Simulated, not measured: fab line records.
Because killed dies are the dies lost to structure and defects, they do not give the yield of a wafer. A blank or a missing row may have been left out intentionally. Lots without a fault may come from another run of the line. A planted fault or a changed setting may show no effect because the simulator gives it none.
Matching of chambers ; flow sky130 ; 4 sister chambers for SKY_LI_CONTACT_CMP_02 on cmp-02
The step polishes PSG. 4 wafers are shown with their chamber, then 9 later ones without.

## WAFERS PAIRED WITH THEIR CHAMBERS
wafer;chamber;motorCurrentA (A)
L594.2;1;12.4
L598.1;2;12.7
L598.4;3;11.7
L598.6;0;10.5

## WAFERS MISSING THEIR CHAMBER
wafer;motorCurrentA (A)
L600.1;11.5
L600.3;12.1
L600.5;11.7
L609.1;10.9
L609.2;12.8
L609.3;11.7
L610.3;12.4
L610.4;12.7
L610.5;12.5

## WHICH CHAMBER EACH ONE RAN IN
wafer;from the rows above;in truth
L600.1;3;3
L600.3;can't be placed: 1 or 3 or 2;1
L600.5;3;3
L609.1;0;0
L609.2;can't be placed: 2 or 1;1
L609.3;3;3
L610.3;can't be placed: 1 or 2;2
L610.4;can't be placed: 2 or 1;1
L610.5;can't be placed: 1 or 2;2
Correct placement for 4 of the 9. Not placeable from these rows: 5 (in 5, the candidates include the true chamber). Placed wrongly: 0.
How it was worked out, from the rows above alone: a wafer's distance from a chamber is the root of the sum, over the readings, of the square of ((its reading less the chamber's mean) divided by the reading's scatter). If the next closest chamber is less than 2 further off than the closest, the wafer can't be placed; otherwise it belongs to the closest. Each chamber's mean is taken over the wafers shown for it. The scatter: with one shown wafer a chamber, the root of the mean of the squares of how far each hidden wafer lies from its nearest shown one.
